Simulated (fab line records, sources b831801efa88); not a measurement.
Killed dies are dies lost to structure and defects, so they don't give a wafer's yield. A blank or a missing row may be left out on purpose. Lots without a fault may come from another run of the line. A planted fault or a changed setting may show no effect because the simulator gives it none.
Which tool did it? | flow gf180mcu | 24 lots, 72 wafers sampled, at 6 steps of a route of 602

WHAT THE GAUGES READ, wafer by wafer
GF_M3_OVL_MEAS_15.
lot  | measured     | on         | M3_OVL (nm)
L074 | day 21 06:47 | overlay-02 | -5 -12 -7
L075 | day 21 23:37 | overlay-01 | -6 -4 -2
L076 | day 22 03:59 | overlay-01 | 0 4 0
L077 | day 22 09:29 | overlay-01 | 4 -1 -1
L078 | day 22 22:51 | overlay-02 | -2 1 0
L079 | day 23 05:41 | overlay-02 | -8 -1 -4
L080 | day 23 21:30 | overlay-02 | 0 5 -2
L081 | day 24 03:41 | overlay-02 | 3 4 0
L082 | day 24 07:30 | overlay-02 | -9 -1 -4
L083 | day 24 10:32 | overlay-01 | 0 -9 -7
L084 | day 25 03:29 | overlay-02 | -13 -2 -5
L085 | day 25 06:41 | overlay-01 | 2 -1 -2
L086 | day 25 09:38 | overlay-02 | -1 -11 -7
L087 | day 25 23:59 | overlay-01 | -6 -4 -5
L088 | day 26 07:42 | overlay-02 | 1 1 2
L089 | day 27 01:36 | overlay-02 | 1 -2 0
L090 | day 27 03:18 | overlay-02 | -2 -2 1
L091 | day 27 04:57 | overlay-02 | 5 5 1
L092 | day 27 18:38 | overlay-02 | -3 -3 -1
L094 | day 28 01:56 | overlay-01 | -6 -8 -13
L093 | day 28 02:38 | overlay-02 | -8 -16 -9
L095 | day 28 06:02 | overlay-01 | -5 -7 -3
L096 | day 28 17:20 | overlay-02 | 4 4 6
L097 | day 28 22:23 | overlay-02 | -1 -5 2

GF_V4_BOW_MEAS_05.
lot  | measured     | on            | V4_BOW (um)
L074 | day 23 09:13 | film_metro-04 | 148 149 147
L075 | day 24 00:58 | film_metro-03 | 139 128 136
L076 | day 24 06:16 | film_metro-03 | 148 142 133
L077 | day 24 11:17 | film_metro-01 | 144 147 136
L078 | day 24 23:34 | film_metro-03 | 133 124 126
L079 | day 25 06:16 | film_metro-04 | 133 128 137
L080 | day 25 20:53 | film_metro-04 | 128 132 141
L081 | day 26 03:17 | film_metro-04 | 140 137 135
L082 | day 26 06:38 | film_metro-04 | 146 148 141
L083 | day 26 10:11 | film_metro-01 | 119 117 120
L084 | day 27 01:17 | film_metro-04 | 116 111 113
L085 | day 27 05:44 | film_metro-04 | 149 149 146
L086 | day 27 08:39 | film_metro-01 | 131 128 128
L087 | day 27 21:32 | film_metro-01 | 138 136 129
L088 | day 28 05:06 | film_metro-04 | 125 138 127
L089 | day 28 21:58 | film_metro-04 | 116 116 107
L090 | day 28 22:49 | film_metro-01 | 121 122 126
L091 | day 29 00:57 | film_metro-04 | 141 126 128
L092 | day 29 13:13 | film_metro-01 | 131 134 129
L094 | day 29 20:45 | film_metro-01 | 145 140 132
L093 | day 29 21:11 | film_metro-04 | 130 112 137
L095 | day 29 23:44 | film_metro-03 | 146 141 149
L096 | day 30 11:25 | film_metro-03 | 135 145 123
L097 | day 30 15:23 | film_metro-03 | 128 119 121

WHICH TOOL RAN EACH LOT (tool, then ch and the chambers of the sampled wafers, then the start)
lot  | GF_V1_ETCH_17                                 | GF_V1_STRIP_18                       | GF_M4_SPUTTER_01             | GF_V4_CMP_04
L074 | rie_diel-02 ch 0,2, day 18 02:28 or earlier   | plasma_asher-02 ch 0, day 18 02:28   | pvd_sputter-01, day 22 09:10 | cmp-01 ch 0,1, day 23 08:54
L075 | rie_diel-02 ch 0,1,3, day 18 19:07 or earlier | plasma_asher-02 ch 0,1, day 18 19:07 | pvd_sputter-04, day 23 01:39 | cmp-02 ch 1,2,3, day 24 00:43
L076 | rie_diel-01 ch 1,2, day 18 23:05 or earlier   | plasma_asher-04 ch 0,1, day 18 23:05 | pvd_sputter-02, day 23 06:15 | cmp-02 ch 1,2, day 24 05:58
L077 | rie_diel-01 ch 0,1,3, day 19 05:49 or earlier | plasma_asher-04 ch 0,1, day 19 05:49 | pvd_sputter-02, day 23 11:15 | cmp-02 ch 1,2,3, day 24 10:59
L078 | rie_diel-03 ch 1,2,3, day 19 20:20 or earlier | plasma_asher-02 ch 0,1, day 19 20:20 | pvd_sputter-01, day 24 00:18 | cmp-02 ch 0,2,3, day 24 23:13
L079 | rie_diel-01 ch 0,1,3, day 20 01:26 or earlier | plasma_asher-02 ch 0,1, day 20 01:26 | pvd_sputter-01, day 24 07:22 | cmp-02 ch 0,3, day 25 05:59
L080 | rie_diel-03 ch 0,2,3, day 20 19:02 or earlier | plasma_asher-02 ch 0,1, day 20 19:02 | pvd_sputter-01, day 24 22:16 | cmp-02 ch 0,1,3, day 25 20:39
L081 | rie_diel-03 ch 0,1,3, day 21 00:52 or earlier | plasma_asher-01 ch 0,1, day 21 00:52 | pvd_sputter-04, day 25 04:38 | cmp-01 ch 0,1, day 26 03:02
L082 | rie_diel-03 ch 0,1,2, day 21 05:45 or earlier | plasma_asher-02 ch 0,1, day 21 05:45 | pvd_sputter-02, day 25 07:50 | cmp-01 ch 0,3, day 26 06:18
L083 | rie_diel-02 ch 0,1,2, day 21 09:13 or earlier | plasma_asher-01 ch 0,1, day 21 09:13 | pvd_sputter-02, day 25 10:56 | cmp-02 ch 0,3, day 26 09:53
L084 | rie_diel-02 ch 1,2,3, day 22 03:31 or earlier | plasma_asher-02 ch 0,1, day 22 03:31 | pvd_sputter-04, day 26 03:12 | cmp-01 ch 0,2,3, day 27 00:58
L085 | rie_diel-02 ch 1,3, day 22 06:28 or earlier   | plasma_asher-04 ch 0, day 22 06:28   | pvd_sputter-04, day 26 07:19 | cmp-02 ch 2,3, day 27 05:29
L086 | rie_diel-03 ch 0,1, day 22 10:01 or earlier   | plasma_asher-04 ch 0,1, day 22 10:01 | pvd_sputter-04, day 26 10:35 | cmp-01 ch 1,2,3, day 27 08:24
L087 | rie_diel-02 ch 0,1,2, day 23 01:25 or earlier | plasma_asher-04 ch 0,1, day 23 01:25 | pvd_sputter-02, day 26 23:38 | cmp-01 ch 0,2,3, day 27 21:23
L088 | rie_diel-03 ch 0,2, day 23 09:34 or earlier   | plasma_asher-02 ch 0,1, day 23 09:34 | pvd_sputter-01, day 27 07:31 | cmp-02 ch 1,2,3, day 28 04:47
L089 | rie_diel-03 ch 0,3, day 24 05:32 or earlier   | plasma_asher-01 ch 0,1, day 24 05:32 | pvd_sputter-04, day 28 01:23 | cmp-01 ch 0,3, day 28 21:38
L090 | rie_diel-02 ch 0,1, day 24 06:35 or earlier   | plasma_asher-01 ch 0,1, day 24 06:35 | pvd_sputter-02, day 28 02:08 | cmp-01 ch 0,1, day 28 22:29
L091 | rie_diel-01 ch 1,2,3, day 24 08:49 or earlier | plasma_asher-02 ch 0,1, day 24 08:49 | pvd_sputter-02, day 28 04:03 | cmp-02 ch 0,3, day 29 00:38
L092 | rie_diel-01 ch 0,2,3, day 25 00:10 or earlier | plasma_asher-02 ch 0,1, day 25 00:10 | pvd_sputter-01, day 28 17:00 | cmp-01 ch 1,2,3, day 29 12:55
L094 | rie_diel-01 ch 1,2,3, day 25 07:34 or earlier | plasma_asher-01 ch 0,1, day 25 07:34 | pvd_sputter-04, day 29 00:44 | cmp-02 ch 0,1,3, day 29 20:27
L093 | rie_diel-02 ch 2,3, day 25 07:49 or earlier   | plasma_asher-02 ch 0,1, day 25 07:49 | pvd_sputter-02, day 29 01:02 | cmp-01 ch 1,2, day 29 20:53
L095 | rie_diel-01 ch 0,1, day 25 12:25 or earlier   | plasma_asher-04 ch 0,1, day 25 12:25 | pvd_sputter-04, day 29 03:17 | cmp-02 ch 0,1,3, day 29 23:29
L096 | rie_diel-02 ch 0,1,3, day 26 01:46 or earlier | plasma_asher-04 ch 0,1, day 26 01:46 | pvd_sputter-02, day 29 15:02 | cmp-02 ch 0,1,3, day 30 11:10
L097 | rie_diel-02 ch 0,1, day 26 05:40 or earlier   | plasma_asher-01 ch 0,1, day 26 05:40 | pvd_sputter-04, day 29 19:43 | cmp-01 ch 0,1,3, day 30 15:05
- GF_V1_ETCH_17: etches SiO2 in C4F8/O2/Ar, stops on TiN, target depth 630 nm.
- GF_V1_STRIP_18: strips in O2/N2.
- GF_M4_SPUTTER_01: material TiN, target thk 30 nm, time 25 s.
- GF_V4_CMP_04: polishes SiO2.

WHAT THE TOOLS THEMSELVES READ (means of the sampled wafers that have a number; where no wafer has one, the mark that the record gives instead)
GF_V1_ETCH_17.
lot  | tool        | bias_w (W) | oes_product_au (a.u.) | rf_fwd_power_W (W)
L074 | rie_diel-02 | 1200       | 0.853                 | 1487
L075 | rie_diel-02 | 1200       | 0.862                 | 1494
L076 | rie_diel-01 | 1202       | 0.860                 | 1494
L077 | rie_diel-01 | 1201       | 0.854                 | 1490
L078 | rie_diel-03 | 1195       | 0.851                 | 1493
L079 | rie_diel-01 | 1201       | 0.851                 | 1494
L080 | rie_diel-03 | 1200       | 0.854                 | 1487
L081 | rie_diel-03 | 1202       | 0.858                 | 1495
L082 | rie_diel-03 | 1198       | 0.858                 | 1492
L083 | rie_diel-02 | 1198       | 0.858                 | 1497
L084 | rie_diel-02 | 1198       | 0.858                 | 1487
L085 | rie_diel-02 | 1200       | 0.856                 | 1496
L086 | rie_diel-03 | 1193       | 0.855                 | 1493
L087 | rie_diel-02 | 1201       | 0.851                 | 1490
L088 | rie_diel-03 | 1200       | 0.860                 | 1488
L089 | rie_diel-03 | 1196       | 0.854                 | 1492
L090 | rie_diel-02 | 1204       | 0.852                 | 1494
L091 | rie_diel-01 | 1198       | 0.856                 | 1496
L092 | rie_diel-01 | 1194       | 0.858                 | 1493
L094 | rie_diel-01 | 1198       | 0.860                 | 1492
L093 | rie_diel-02 | 1196       | 0.854                 | 1490
L095 | rie_diel-01 | 1200       | 0.853                 | 1491
L096 | rie_diel-02 | 1200       | 0.852                 | 1490
L097 | rie_diel-02 | 1199       | 0.855                 | 1493

GF_V1_STRIP_18.
lot  | tool            | drypump_motor_current_A (A) | heater_power_w (W) | oes_product_au (a.u.)
L074 | plasma_asher-02 | 5.6                         | 387                | 0.597
L075 | plasma_asher-02 | 5.7                         | 404                | 0.597
L076 | plasma_asher-04 | 6.5                         | 356                | 0.604
L077 | plasma_asher-04 | 6.4                         | 344                | 0.596
L078 | plasma_asher-02 | 5.7                         | 402                | 0.600
L079 | plasma_asher-02 | 5.7                         | 402                | 0.597
L080 | plasma_asher-02 | 5.7                         | 399                | 0.594
L081 | plasma_asher-01 | 6.5                         | 341                | 0.598
L082 | plasma_asher-02 | 5.8                         | 401                | 0.597
L083 | plasma_asher-01 | 6.3                         | 341                | 0.604
L084 | plasma_asher-02 | 5.6                         | 403                | 0.600
L085 | plasma_asher-04 | 6.3                         | 335                | 0.598
L086 | plasma_asher-04 | 6.5                         | 351                | 0.598
L087 | plasma_asher-04 | 6.5                         | 354                | 0.601
L088 | plasma_asher-02 | 5.7                         | 392                | 0.605
L089 | plasma_asher-01 | 6.5                         | 334                | 0.597
L090 | plasma_asher-01 | 6.5                         | 334                | 0.599
L091 | plasma_asher-02 | 5.7                         | 403                | 0.603
L092 | plasma_asher-02 | 5.7                         | 402                | 0.602
L094 | plasma_asher-01 | 6.5                         | 337                | 0.601
L093 | plasma_asher-02 | 5.7                         | 405                | 0.600
L095 | plasma_asher-04 | 6.4                         | 344                | 0.595
L096 | plasma_asher-04 | 6.5                         | 359                | 0.603
L097 | plasma_asher-01 | 6.5                         | 334                | 0.601

GF_M4_SPUTTER_01.
lot  | tool           | cathode_dc_power_W (W) | throttle_valve_pct (%)
L074 | pvd_sputter-01 | 6499.9                 | 31.0
L075 | pvd_sputter-04 | 6499.5                 | 30.1
L076 | pvd_sputter-02 | 6499.8                 | 30.4
L077 | pvd_sputter-02 | 6500.0                 | 30.2
L078 | pvd_sputter-01 | 6499.4                 | 30.4
L079 | pvd_sputter-01 | 6500.0                 | 29.9
L080 | pvd_sputter-01 | 6500.6                 | 29.7
L081 | pvd_sputter-04 | 6500.2                 | 30.3
L082 | pvd_sputter-02 | 6499.6                 | 30.4
L083 | pvd_sputter-02 | 6499.5                 | 29.7
L084 | pvd_sputter-04 | 6499.1                 | 30.2
L085 | pvd_sputter-04 | 6499.6                 | 30.1
L086 | pvd_sputter-04 | 6501.2                 | 30.5
L087 | pvd_sputter-02 | 6499.9                 | 30.4
L088 | pvd_sputter-01 | 6500.0                 | 30.7
L089 | pvd_sputter-04 | 6500.4                 | 30.4
L090 | pvd_sputter-02 | 6499.8                 | 30.6
L091 | pvd_sputter-02 | 6500.6                 | 29.6
L092 | pvd_sputter-01 | 6499.4                 | 30.9
L094 | pvd_sputter-04 | 6500.4                 | 30.3
L093 | pvd_sputter-02 | 6500.2                 | 30.0
L095 | pvd_sputter-04 | 6500.1                 | 30.2
L096 | pvd_sputter-02 | 6500.6                 | 30.2
L097 | pvd_sputter-04 | 6499.9                 | 30.2

GF_V4_CMP_04.
lot  | tool   | motor_current_A (A) | platen_rpm (rpm) | slurry_flow_ml_min | time_to_endpoint_s (s)
L074 | cmp-01 | 11.3                | 59.98            | 149.3              | 76
L075 | cmp-02 | 11.9                | 59.97            | 149.7              | 83
L076 | cmp-02 | 11.5                | 60.00            | 150.2              | 81
L077 | cmp-02 | 11.9                | 59.97            | 150.0              | 91
L078 | cmp-02 | 12.6                | 60.07            | 149.7              | 89
L079 | cmp-02 | 13.1                | 60.02            | 150.0              | 82
L080 | cmp-02 | 12.8                | 60.01            | 150.2              | 81
L081 | cmp-01 | 11.3                | 60.02            | 150.4              | 78
L082 | cmp-01 | 11.2                | 59.98            | 149.7              | 80
L083 | cmp-02 | 13.4                | 60.01            | 149.9              | 80
L084 | cmp-01 | 11.8                | 60.04            | 150.2              | 82
L085 | cmp-02 | 11.7                | 60.03            | 150.4              | 75
L086 | cmp-01 | 11.3                | 60.02            | 149.8              | 82
L087 | cmp-01 | 11.5                | 60.00            | 150.0              | 81
L088 | cmp-02 | 12.2                | 60.01            | 150.5              | 83
L089 | cmp-01 | 10.6                | 60.00            | 149.7              | 86
L090 | cmp-01 | 11.6                | 60.02            | 149.9              | 84
L091 | cmp-02 | 13.3                | 60.03            | 150.2              | 80
L092 | cmp-01 | 11.8                | 59.99            | 149.8              | 79
L094 | cmp-02 | 13.1                | 60.04            | 149.9              | 78
L093 | cmp-01 | 12.2                | 59.96            | 149.9              | 80
L095 | cmp-02 | 12.7                | 60.02            | 150.1              | 87
L096 | cmp-02 | 13.4                | 60.04            | 150.5              | 81
L097 | cmp-01 | 11.2                | 59.99            | 149.9              | 77

THE ANSWER, worked out from the rows above alone
Rule: what is usual is taken from the lots themselves. Put in order of their means at a reading, lots are off if they are a third of the lots or fewer, leave a main group of 4 or more, and stand apart from it by a gap of 3 or more times the standard deviation of the main group's means; of several such gaps the widest counts. A main group whose means are all the same, to the digits that the tables above print for the reading, isn't used. A lot without any number at a reading at which 4 lots or more have one is off too. The other lots that the step has rows for count as sound. The gauges are gone through in route order, then the tools' own readings, and for those a lot's mean is taken as printed above. The first step at which some lot is off is used, and at that step the reading that is off furthest; a lot without a number counts as furthest.
No lot is off at any reading shown: from this, nothing can be told.

WHAT THE SIMULATOR HAD PUT IN
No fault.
